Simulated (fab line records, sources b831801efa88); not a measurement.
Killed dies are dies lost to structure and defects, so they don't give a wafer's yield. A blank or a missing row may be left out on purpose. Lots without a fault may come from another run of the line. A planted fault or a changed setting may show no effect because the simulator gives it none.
fab line records | flow sky130
record lots=6 wafers=18 last_day=50
route steps=708 shown FIELD_ISO@4 PAD_OPEN@708
lots that met no fault: from a run of the same line without faults
start_h: hours from the record's first day to the start of the lot's first wafer shown | wait_h: hours since the lot's step before | " the same as in the row above | L1.1+2: a row that stands for several wafers | - no value, or no start given | * or withheld: withheld | < > ~ a bound
route shown NAME@n: a module of which the file shows steps, and the number in the route of the first | usual: mean/standard deviation of fault-free wafers | same: alike in all rows | chamber/n: place in a boat | sites: the reading at each site | _std_site: their standard deviation | _edge_site: outer sites' mean less inner sites' | radius_mm: how far each site lies from the wafer's centre | mask NAME#n: copy n | behind: the tool/chamber that last shaped the wafer | hold: why the lot was held/for how many hours/how that ended | device: the transistor (n, p or np) that didn't switch | end of line: the same wafers' tests at the end of the route | a step without rows: its recipe alone | killed: dies lost to structure and defects at the first sort, not the wafer's yield | map: a wafer's dies, x killed, . not, _ none there
set.NAME: the setting as run; set.NAME@STEP: as run at that earlier step | model.NAME: the simulator's own value behind a step, which no gauge read
lots at some steps of the route; a table a step, a row a wafer
services: from which hour (start_h, from the record's first day; less than 0 if before it) a tool's chamber was out of use, for how many hours, and why
## steps
# step SKY_FIELD_ISO_CVD_03
# recipe material=Si3N4 precursor=DCS/NH3 target_thk_nm=165 temp_c=770 time_s=2830 pressure_mtorr=250
# step SKY_FIELD_ISO_THK_MEAS_04
# recipe reads=Si3N4_of_FIELD_ISO_CVD_03
# usual FIELD_ISO_CVD_03_THK=166.0/1.5
# columns lot.wafer tool chamber start_h wait_h FIELD_ISO_CVD_03_THK[nm]
L507.1 film_metro-01 - 18.48 0.0 165.3
L507.4 " - " " 164.6
L507.5 " - " " 165.4
L516.1 film_metro-01 - 64.83 0.0 166.5
L516.3 " - " " 165.9
L516.4 " - " " 168.1
L517.1 film_metro-02 - 72.55 0.0 167.9
L517.2 " - " " 167.7
L517.6 " - " " 167.5
L524.1 film_metro-02 - 104.37 0.0 168.6
L524.3 " - " " 169.0
L524.5 " - " " 167.2
L526.2 film_metro-02 - 113.55 0.0 166.1
L526.4 " - " " 166.9
L526.6 " - " " 166.3
L528.1 film_metro-04 - 124.24 0.0 166.3
L528.5 " - " " 165.9
L528.6 " - " " 164.2
# step SKY_FIELD_ISO_DEHYDRATE_05
# recipe temp_c=200 time_s=60
# step SKY_FIELD_ISO_HMDS_06
# recipe prime_time_s=60 prime_temp_c=120
# step SKY_FIELD_ISO_COAT_07
# recipe resist=BARC temp_c=withheld time_s=withheld spin_rpm=3000 resist_thk_nm=60
# step SKY_FIELD_ISO_COAT_08
# recipe resist=KrF-thick spin_rpm=3000 resist_thk_nm=450
# step SKY_FIELD_ISO_SOFTBAKE_09
# recipe temp_c=100 time_s=90 resist=KrF-thick
# step SKY_FIELD_ISO_EXPOSE_10
# recipe mask_id=FOM na=0.68 source_shape=annular sigma_inner=0.4 sigma_outer=0.8 target_cd_nm=150 dose_mj=28.24
# step SKY_FIELD_ISO_PEB_11
# recipe peb_temp_c=withheld peb_time_s=withheld resist=KrF-thick
# step SKY_FIELD_ISO_DEVELOP_12
# recipe develop_time_s=60 resist=KrF-thick dev_temp_c=21
# step SKY_FIELD_ISO_CD_MEAS_13
# recipe target_cd_nm=150
# usual cd_nm=150.1/1.5
# columns lot.wafer tool chamber start_h wait_h cd_nm
L507.1 cd_sem-02 - 32.68 - 149.7
L507.4 " - " " 151.3
L507.5 " - " " 150.0
L516.1 cd_sem-02 - 80.82 - 151.9
L516.3 " - " " 148.6
L516.4 " - " " 150.5
L517.1 cd_sem-02 - 89.12 - 150.2
L517.2 " - " " 148.6
L517.6 " - " " 149.2
L524.1 cd_sem-02 - 122.72 - 150.9
L524.3 " - " " 150.6
L524.5 " - " " 150.1
L526.2 cd_sem-02 - 132.49 - 152.3
L526.4 " - " " 150.2
L526.6 " - " " 148.8
L528.1 cd_sem-02 - 143.12 - 149.8
L528.5 " - " " 150.0
L528.6 " - " " 151.5
# step SKY_FIELD_ISO_ETCH_14
# recipe chemistry=N2/H2 target=BARC ion_energy_ev=200 source_w=500 bias_w=100 pressure_mtorr=30 n2_flow_sccm=100 h2_flow_sccm=200 stop_on=SiO2 time_s=45.9 target_depth_a=600
# usual drypump_motor_current_A=5.5/0.43 oes_product_au=0.855/0.0044 run_length_s=74.2/0.46 throttle_valve_pct=13.225/0.0087
# columns lot.wafer tool chamber start_h wait_h drypump_motor_current_A oes_product_au rf_hours_counter_h run_length_s throttle_valve_pct
L507.1 rie_diel-02 3 32.80 0.1 4.6 0.850 114 74.9 13.228
L507.4 " 3 " " 4.6 0.855 - 74.4 13.222
L507.5 " 2 " " 5.4 0.848 - 74.8 13.215
L516.1 rie_diel-02 1 80.94 0.1 5.3 0.851 88 73.9 13.214
L516.3 " 2 " " 5.4 0.862 132 74.9 13.236
L516.4 " 0 " " 5.3 0.855 94 75.3 13.224
L517.1 rie_diel-02 0 89.24 0.1 5.3 0.861 94 75.1 13.215
L517.2 " 1 " " 5.3 0.859 88 74.3 13.228
L517.6 " 0 " " 5.3 0.855 - 74.6 13.222
L524.1 rie_diel-04 3 122.84 0.1 6.1 0.859 7 73.9 13.218
L524.3 " 1 " " 5.5 0.856 134 74.6 13.228
L524.5 " 2 " " 5.0 0.858 - 73.4 13.224
L526.2 rie_diel-04 2 132.59 0.1 5.0 0.853 7 73.5 13.232
L526.4 " 1 " " 5.5 0.848 134 74.3 13.228
L526.6 " 2 " " 5.0 0.851 - 73.8 13.218
L528.1 rie_diel-01 1 143.24 0.1 6.0 0.853 133 74.3 13.211
L528.5 " 0 " " 5.6 0.852 - 74.2 13.227
L528.6 " 1 " " 6.0 0.852 - 74.6 13.228
# step SKY_FIELD_ISO_ETCH_15
# recipe chemistry=CHF3/O2 target_depth_nm=180 stop_on=Si source_w=600 bias_w=200 pressure_mtorr=40 chf3_flow_sccm=50 O2_flow_sccm=5 time_s=72
# usual drypump_motor_current_A=5.5/0.43 oes_product_au=0.949/0.0062 run_length_s=100.3/0.46 throttle_valve_pct=8.844/0.0087
# columns lot.wafer tool chamber start_h wait_h drypump_motor_current_A oes_product_au rf_hours_counter_h run_length_s throttle_valve_pct model.KrF-thick_of_FIELD_ISO_COAT_08.thk_nm model.etch.depth_nm
L507.1 rie_diel-02 3 32.84 0.0 4.7 0.948 114 100.7 8.846 236.7 165.3
L507.4 " 3 " " 4.7 0.949 - 101.2 8.849 239 164.6
L507.5 " 2 " " 5.3 0.941 - 101.0 8.841 232.1 165.5
L516.1 rie_diel-02 1 80.98 0.0 5.3 0.955 88 100.0 8.831 232.3 166.6
L516.3 " 2 " " 5.3 0.947 132 100.5 8.853 233.4 166
L516.4 " 0 " " 5.3 0.982 94 89.8 8.863 263 149.6
L517.1 rie_diel-02 0 89.28 0.0 5.3 0.998 95 90.2 8.846 259.9 151.9
L517.2 " 1 " " 5.3 0.951 88 99.8 8.832 231.9 167.6
L517.6 " 0 " " 5.3 0.994 - 89.8 8.864 262.4 150.6
L524.1 rie_diel-04 3 122.88 0.0 6.0 0.961 7 99.9 8.864 233.5 168.5
L524.3 " 1 " " 5.5 0.956 134 101.0 8.825 237.9 169
L524.5 " 2 " " 5.0 0.955 - 100.1 8.841 239.2 167.3
L526.2 rie_diel-04 2 132.63 0.0 5.0 0.948 7 99.5 8.859 237.6 166
L526.4 " 1 " " 5.6 0.950 134 100.5 8.835 236.3 166.8
L526.6 " 2 " " 5.0 0.945 - 99.5 8.845 235.2 166.2
L528.1 rie_diel-01 1 143.28 0.0 6.0 0.946 133 100.7 8.860 235.6 166.4
L528.5 " 0 " " 5.6 0.947 - 100.2 8.845 238.9 166
L528.6 " 1 " " 6.0 0.939 - 100.3 8.860 235.8 164.3
# step SKY_FIELD_ISO_STRIP_16
# recipe chemistry=O2/N2 power_w=1400 pressure_mtorr=1500 platen_temp_c=withheld o2_flow_sccm=3000 n2_flow_sccm=300 overash_fraction=0.5
# usual drypump_motor_current_A=5.7/0.4 oes_product_au=0.378/0.0048 strip_time_to_endpoint_s=3.55/0.036
# columns lot.wafer tool chamber start_h wait_h drypump_motor_current_A oes_product_au rf_hours_counter_h strip_time_to_endpoint_s
L507.1 plasma_asher-03 0 32.90 0.0 6.3 0.384 36 3.53
L507.4 " 1 " " 5.4 0.374 - 3.56
L507.5 " 0 " " 6.3 0.379 - 3.50
L516.1 plasma_asher-03 0 81.04 0.0 6.3 0.377 40 3.52
L516.3 " 1 " " 5.4 0.378 - 3.51
L516.4 " 0 " " 6.3 0.387 - 3.82
L517.1 plasma_asher-03 0 89.34 0.0 6.3 0.381 41 3.81
L517.2 " 1 " " 5.4 0.368 41 3.49
L517.6 " 1 " " 5.4 0.392 - 3.84
L524.1 plasma_asher-04 0 122.94 0.0 5.4 0.373 45 3.51
L524.3 " 0 " " 5.4 0.380 - 3.58
L524.5 " 1 " " 5.8 0.383 - 3.59
L526.2 plasma_asher-03 0 132.69 0.0 6.3 0.388 45 3.55
L526.4 " 0 " " 6.3 0.382 - 3.55
L526.6 " 0 " " 6.3 0.378 - 3.53
L528.1 plasma_asher-03 1 143.34 0.0 5.4 0.384 46 3.55
L528.5 " 1 " " 5.4 0.379 - 3.58
L528.6 " 0 " " 6.3 0.375 - 3.53
# step SKY_FIELD_ISO_ETCH_17
# recipe target_depth_a=3420 mask_material=Si3N4 chemistry=HBr/Cl2/O2 target=Si taper_deg=5 icp_w=607.2 bias_w=150 pressure_mtorr=15 HBr_flow_sccm=150 Cl2_flow_sccm=40 O2_flow_sccm=6 time_s=97.7
# usual drypump_motor_current_A=5.8/0.45 oes_product_au=1.001/0.0096 run_length_s=126.1/0.4 throttle_valve_pct=25.656/0.011
# columns lot.wafer tool chamber start_h wait_h drypump_motor_current_A oes_product_au rf_hours_counter_h run_length_s throttle_valve_pct
L507.1 rie_si-02 2 33.00 0.1 6.6 0.998 3 126.0 25.642
L507.4 " 0 " " 5.4 1.002 135 126.9 25.656
L507.5 " 3 " " 5.7 0.994 - 126.0 25.660
L516.1 rie_si-01 0 81.14 0.1 5.4 0.982 77 126.0 25.677
L516.3 " 3 " " 6.1 1.000 136 125.9 25.644
L516.4 " 2 " " 5.5 0.998 49 125.9 25.656
L517.1 rie_si-01 0 89.44 0.1 5.4 0.989 78 125.7 25.683
L517.2 " 3 " " 6.2 1.006 136 125.5 25.649
L517.6 " 2 " " 5.6 1.007 - 126.2 25.638
L524.1 rie_si-01 1 123.04 0.1 5.6 1.021 103 126.2 25.653
L524.3 " 3 " " 6.2 1.004 136 125.4 25.653
L524.5 " 0 " " 5.4 0.994 - 125.9 25.662
L526.2 rie_si-02 2 132.79 0.1 6.6 0.984 4 126.3 25.668
L526.4 " 0 " " 5.4 0.999 135 126.5 25.647
L526.6 " 1 " " 6.6 1.008 - 126.3 25.651
L528.1 rie_si-01 1 143.44 0.1 5.7 1.004 104 126.4 25.642
L528.5 " 0 " " 5.4 0.981 - 126.0 25.667
L528.6 " 1 " " 5.6 1.010 - 126.0 25.669
# step SKY_PAD_OPEN_PROBE_99
# usual killed_at_M0_to_M3=44/7 killed_at_M4_up=3.0/1.8 killed_at_contacts=24/4.9 killed_at_front_end=15/5 killed_at_other=0.2/0.53 killed_dies=87/8.7 killed_on_rim=17/4 killed_open=48/6.8 killed_short=39/5.7
# same gross_dies=492 killed_at_back_side=0
# columns lot.wafer tool chamber start_h wait_h killed_at_M0_to_M3 killed_at_M4_up killed_at_contacts killed_at_front_end killed_at_other killed_dies killed_on_rim killed_open killed_short
L507.1 prober-02 - 1075.55 0.1 43 4 24 19 0 90 17 52 38
L507.4 prober-02 - 1075.70 0.2 42 1 30 16 1 90 18 43 47
L507.5 prober-02 - 1075.75 0.2 49 7 25 25 0 106 20 55 51
L516.1 prober-01 - 1136.40 0.1 42 3 28 18 0 91 20 47 44
L516.3 prober-01 - 1136.50 0.2 44 2 22 12 1 81 17 46 35
L516.4 prober-01 - 1136.55 0.2 35 1 27 424 0 487 92 43 40
L517.1 prober-01 - 1147.94 0.1 41 4 19 379 0 443 64 51 38
L517.2 prober-01 - 1147.99 0.1 43 4 31 8 1 87 16 44 43
L517.6 prober-01 - 1148.19 0.2 33 3 26 410 0 472 83 46 37
L524.1 prober-01 - 1175.13 0.1 46 1 16 29 1 93 23 56 37
L524.3 prober-01 - 1175.23 0.2 39 2 29 16 0 86 16 47 39
L524.5 prober-01 - 1175.33 0.2 50 2 18 16 0 86 16 53 33
L528.1 prober-01 - 1194.78 0.1 53 3 31 18 0 105 21 63 42
L528.5 prober-01 - 1194.98 0.2 55 5 25 10 1 96 16 57 39
L528.6 prober-01 - 1195.03 0.2 47 4 24 17 0 92 17 51 41
# killed by level:class
L507.1 VIA1:geometric_particle:open=10 CONTACT:geometric_particle:open=8 LI_CONTACT:geometric_particle:open=7 VIA3:geometric_particle:open=7 FIELD_ISO:geometric_particle:short=6 VIA2:geometric_particle:open=6 METAL2:geometric_particle:short=5 POLY_GATE:geometric_particle:open=4
L507.4 VIA1:geometric_particle:open=15 CONTACT:geometric_particle:open=9 CONTACT:geometric_particle:short=7 VIA1:geometric_particle:short=7 LI_CONTACT:geometric_particle:short=6 METAL1:geometric_particle:short=5 POLY_GATE:geometric_particle:short=5 FIELD_ISO:geometric_particle:short=4
L507.5 CONTACT:geometric_particle:open=13 METAL1:geometric_particle:short=10 VIA1:geometric_particle:open=10 METAL2:geometric_particle:short=7 LI_CONTACT:geometric_particle:open=6 VIA1:geometric_particle:short=6 VIA2:geometric_particle:open=6 FIELD_ISO:geometric_particle:short=5
L516.1 VIA3:geometric_particle:open=10 VIA1:geometric_particle:open=9 CONTACT:geometric_particle:open=7 VIA2:geometric_particle:open=7 FIELD_ISO:geometric_particle:short=6 LI_CONTACT:geometric_particle:open=6 LOCAL_INTERCONNECT:geometric_particle:short=5 METAL2:geometric_particle:short=5
L516.3 VIA1:geometric_particle:open=13 VIA2:geometric_particle:open=11 CONTACT:geometric_particle:open=8 LI_CONTACT:geometric_particle:open=6 METAL1:geometric_particle:short=6 FIELD_ISO:geometric_particle:short=5 VIA3:geometric_particle:short=5 POLY_GATE:geometric_particle:open=3
L516.4 FIELD_ISO:area_etch=404 LI_CONTACT:geometric_particle:open=11 CONTACT:geometric_particle:open=7 FIELD_ISO:geometric_particle:short=6 CONTACT:geometric_particle:short=6 VIA3:geometric_particle:open=6 VIA1:geometric_particle:open=5 METAL2:geometric_particle:short=5
L517.1 FIELD_ISO:area_etch=354 FIELD_ISO:geometric_particle:open=11 METAL2:geometric_particle:short=10 VIA2:geometric_particle:open=9 CONTACT:geometric_particle:open=7 VIA1:geometric_particle:open=6 LOCAL_INTERCONNECT:geometric_particle:short=4 CONTACT:geometric_particle:short=4
L517.2 METAL2:geometric_particle:short=9 CONTACT:geometric_particle:open=9 LI_CONTACT:geometric_particle:open=8 VIA2:geometric_particle:open=6 METAL1:geometric_particle:short=6 LOCAL_INTERCONNECT:geometric_particle:short=5 VIA3:geometric_particle:open=5 LOCAL_INTERCONNECT:geometric_particle:open=4
L517.6 FIELD_ISO:area_etch=389 CONTACT:geometric_particle:open=11 VIA2:geometric_particle:open=7 POLY_GATE:geometric_particle:open=6 POLY_GATE:geometric_particle:short=5 LI_CONTACT:geometric_particle:open=5 VIA1:geometric_particle:short=5 METAL3:geometric_particle:short=5
L524.1 VIA1:geometric_particle:open=11 VIA2:geometric_particle:open=9 CONTACT:geometric_particle:open=9 FIELD_ISO:geometric_particle:open=8 POLY_GATE:geometric_particle:open=8 POLY_GATE:geometric_particle:short=6 METAL2:geometric_particle:short=6 METAL1:geometric_particle:short=5
L524.3 LI_CONTACT:geometric_particle:open=12 VIA1:geometric_particle:open=9 VIA3:geometric_particle:open=7 CONTACT:geometric_particle:open=6 FIELD_ISO:geometric_particle:open=5 LOCAL_INTERCONNECT:geometric_particle:short=5 VIA1:geometric_particle:short=5 FIELD_ISO:geometric_particle:short=4
L524.5 VIA1:geometric_particle:open=17 LI_CONTACT:geometric_particle:open=8 VIA2:geometric_particle:open=8 VIA3:geometric_particle:open=5 FIELD_ISO:geometric_particle:open=4 POLY_GATE:geometric_particle:short=4 CONTACT:geometric_particle:short=4 VIA1:geometric_particle:short=4
L528.1 CONTACT:geometric_particle:open=13 VIA1:geometric_particle:open=10 VIA3:geometric_particle:open=10 LI_CONTACT:geometric_particle:open=8 VIA2:geometric_particle:open=8 POLY_GATE:geometric_particle:short=6 VIA1:geometric_particle:short=6 LOCAL_INTERCONNECT:geometric_particle:short=5
L528.5 VIA2:geometric_particle:open=11 VIA1:geometric_particle:open=10 CONTACT:geometric_particle:open=9 METAL1:geometric_particle:short=8 LI_CONTACT:geometric_particle:open=6 VIA1:geometric_particle:short=6 CONTACT:geometric_particle:short=5 VIA3:geometric_particle:open=4
L528.6 VIA1:geometric_particle:open=10 VIA3:geometric_particle:open=8 LI_CONTACT:geometric_particle:open=7 VIA1:geometric_particle:short=7 CONTACT:geometric_particle:short=6 CONTACT:geometric_particle:open=6 VIA2:geometric_particle:open=6 POLY_GATE:geometric_particle:open=4
# map L516.4 (x killed, . not)
__________xxxxxxxxxx_________
________xxxxxxxxxxxxxx_______
______xxxxxxxxxxxxxxxxxx_____
_____xxxxxxxxxxxxxxxxxxxx____
____xxxxxxxxxxxxxxxxxxxxxx___
___xxxxxxxxxxxxxxxxxxxxxxxx__
__xxxxxxxxxxxxxxxxxxxxxxxxxx_
_xxxxxxxxxxxxxxxxxxxxxxxxxxxx
_xxxxxxxxxxxxxxxxxxxxxxxxxxxx
_xxxxxxxxxxxxxxxxxxxxxxxxxxxx
_xxxxxxxxxxxxxxxxxxxxxxxxxxxx
_xxxxxxxxxxxxxxxxxxxxxxxxxxxx
_xxxxxxxxxxxxxxxxxxxxxxxxxx.x
_xxxxxxxxxxxxxxxxxxxxxxxxxxxx
_xxxxxxxxxxxxxxxxxxxxxxxxxxx.
__xxxxxxxxxxxxxxxxxxxxxxxxxx_
___xxxxxxxxxxxxxxxxxxxxxxx.__
____xxxxxxxxxxxxxxxxxxxxxx___
_____xxxxxxxxxxxxxxxxxxxx____
______xxxxxxxxxxxxxxxxxx_____
________xxxxxxxxxxxxxx_______
__________xxx.xxxx.x_________
# map L517.6 (x killed, . not)
__________xxxx.xxxxx_________
________.xxxxxxxxx.x.x_______
______xxxxxxxxxxxxxxxxxx_____
_____xxxxxxxxxxxxxxxxx.x.____
____xxxxxxxxxxxxxxxxxxxxxx___
___xxxxxxxxxxxxxxxxxxxxxxx.__
__xxxxxxxxxxxxxxxxxxxxxxxx.x_
_xxxxxxxxxxxxxxxxxxxxxxxxxxx.
_xxxxxxxxxxxxxxxxxxxxxxxxxxxx
_xxxxxxxxxxxxxxxxxxxxxxxxx.xx
_xxxxxxxxxxxxxxxxxxxxxxxxxxxx
_xxxxxxxxxxxxxxxxxxxxxxxxxxxx
_xxxxxxxxxxxxxxxxxxxxxxxxxx.x
_xxxxxxxxxxxxxxxxxxxxxxxxxxxx
_xxxxxxxxxxxxxxxxxxxxxxxxxxx.
__xxxxxxxxxxxxxxxxxxxxxxx.xx_
___xxxxxxxxxxxxxxxxxxxxxxxx__
____xxxxxxxxxxxxxxxxxxxxxx___
_____xxxxxxxxxxxxxxx.xxxx____
______xxxxxxxxxxxxxxxx.._____
________.xxxxxx.xxxxxx_______
__________x.xxxxxx.x_________
## services
# columns tool chamber start_h hours kind
rie_diel-01 3 11.23 6.8 repair
plasma_asher-04 - 19.63 2.8 pm
rie_diel-04 3 25.45 8.3 repair
rie_diel-02 0 31.84 28.9 repair
rie_diel-01 3 39.08 15.6 repair
rie_diel-04 1 55.47 6.5 repair
rie_diel-04 - 77.40 2.8 pm
rie_diel-04 0 80.15 - clean
rie_diel-04 0 80.15 25.8 scheduled_down
rie_diel-04 0 80.15 25.8 vent_cycle
rie_diel-02 0 109.93 4.8 repair
rie_diel-01 1 118.74 16.0 repair
rie_diel-02 - 125.91 0.1 repair
rie_si-01 - 136.36 0.2 repair
rie_si-01 3 139.75 - clean
rie_si-01 3 139.75 29.8 scheduled_down
rie_si-01 3 139.75 29.8 vent_cycle
## key
first_sign step=SKY_FIELD_ISO_ETCH_15 reading=run_length_s direction=down sigmas=22 usual=* struck=*
effect step=SKY_FIELD_ISO_ETCH_15 reading=oes_product_au direction=up sigmas=6.9 usual=0.949 struck=0.992
effect step=SKY_FIELD_ISO_STRIP_16 reading=strip_time_to_endpoint_s direction=up sigmas=7.7 usual=* struck=*
effect step=SKY_PAD_OPEN_PROBE_99 reading=killed_at_front_end direction=up sigmas=78 usual=15 struck=404
model_effect step=SKY_FIELD_ISO_ETCH_15 value=KrF-thick_of_FIELD_ISO_COAT_08.thk_nm without=237.9 struck=261.7
more_kills_born_at SKY_FIELD_ISO_ETCH_15@rie_diel-02=1147
met_at SKY_FIELD_ISO_ETCH_15
struck_wafers L516.4,L517.1,L517.6
later_rows_left_out L516.4,L517.1,L517.6
tester_left_out L516,L517
fault kind=process_parameter_drift tool=rie_diel-02 chamber=0 onset_h=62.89 steps=SKY_FIELD_ISO_ETCH_15 channel=time_s offset=* shape=step end_h=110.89 acts_in=* stated=*
# tester_left_out: of these lots the tester's yield and bins aren't shown, on N5 and GAA mostly nor the transistor test; their killed dies are dies lost to structure and defects alone, not to doping, threshold or leakage, so they don't give the yield
# later_rows_left_out: the simulator's readings of these wafers behind a module that went badly wrong aren't trusted and aren't shown, but for the sort
